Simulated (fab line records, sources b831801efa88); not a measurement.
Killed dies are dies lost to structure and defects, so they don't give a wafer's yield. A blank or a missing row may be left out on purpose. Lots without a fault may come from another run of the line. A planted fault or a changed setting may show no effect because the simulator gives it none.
Which tool did it? | flow gf180mcu | 10 lots, 30 wafers sampled, at 3 steps of a route of 602

WHAT THE GAUGES READ, wafer by wafer
GF_V2_RS_MEAS_24: measures by four-point-probe.
lot  | measured     | on            | V2_W_RS (ohm/sq)
L842 | day 20 04:01 | film_metro-03 | 0.323 0.326 0.322
L843 | day 20 14:20 | film_metro-04 | 0.332 0.328 0.326
L848 | day 22 12:59 | film_metro-02 | 0.237 0.237 0.324
L849 | day 22 22:14 | film_metro-04 | 0.237 0.325 0.241
L857 | day 25 14:12 | film_metro-03 | 0.328 0.329 0.328
L858 | day 25 18:12 | film_metro-04 | 0.326 0.326 0.323
L859 | day 26 02:39 | film_metro-04 | 0.327 0.328 0.324
L863 | day 27 13:05 | film_metro-04 | 0.329 0.331 0.323
L862 | day 27 14:51 | film_metro-03 | 0.322 0.324 0.322
L864 | day 27 16:17 | film_metro-02 | 0.324 0.326 0.329

WHICH TOOL RAN EACH LOT (tool, then ch and the chambers of the sampled wafers, then the start)
lot  | GF_M2_STRIP_17                       | GF_V2_CVD_23
L842 | plasma_asher-02 ch 0,1, day 19 01:49 | cvd_w-02 ch 0,1, day 20 03:53
L843 | plasma_asher-04 ch 0,1, day 19 11:22 | cvd_w-01 ch 0,1, day 20 14:13
L848 | plasma_asher-01 ch 0,1, day 21 12:04 | cvd_w-02 ch 0,1, day 22 12:51
L849 | plasma_asher-04 ch 0,1, day 21 20:28 | cvd_w-02 ch 0,1, day 22 22:07
L857 | plasma_asher-02 ch 0,1, day 24 14:02 | cvd_w-02 ch 0,1, day 25 14:05
L858 | plasma_asher-02 ch 0,1, day 24 18:10 | cvd_w-02 ch 0,1, day 25 18:05
L859 | plasma_asher-01 ch 0,1, day 25 03:25 | cvd_w-02 ch 1, day 26 02:32
L863 | plasma_asher-04 ch 0,1, day 26 14:29 | cvd_w-02 ch 0,1, day 27 12:58
L862 | plasma_asher-02 ch 0,1, day 26 16:02 | cvd_w-02 ch 0,1, day 27 14:44
L864 | plasma_asher-04 ch 0,1, day 26 17:41 | cvd_w-01 ch 0,1, day 27 16:10
- GF_M2_STRIP_17: strips in O2/N2.
- GF_V2_CVD_23: deposits W, target thk 350 nm, time 104.94 s.

THE ANSWER, worked out from the rows above alone
Rule: what is usual is taken from the lots themselves. Put in order of their means at a reading, lots are off if they are a third of the lots or fewer, leave a main group of 4 or more, and stand apart from it by a gap of 3 or more times the standard deviation of the main group's means; of several such gaps the widest counts. A main group whose means are all the same, to the digits that the tables above print for the reading, isn't used. A lot without any number at a reading at which 4 lots or more have one is off too. The other lots that the step has rows for count as sound.
Off: L848, L849, at GF_V2_RS_MEAS_24 (V2_W_RS). The main group: mean 0.326 ohm/sq, standard deviation 0.002.
A tool fits if, at a process step before that reading, it ran every lot that is off, and no sound lot after the first of them. The gauges at GF_V2_RS_MEAS_24 are tried like those tools. None of those tried fits.

WHAT THE SIMULATOR HAD PUT IN
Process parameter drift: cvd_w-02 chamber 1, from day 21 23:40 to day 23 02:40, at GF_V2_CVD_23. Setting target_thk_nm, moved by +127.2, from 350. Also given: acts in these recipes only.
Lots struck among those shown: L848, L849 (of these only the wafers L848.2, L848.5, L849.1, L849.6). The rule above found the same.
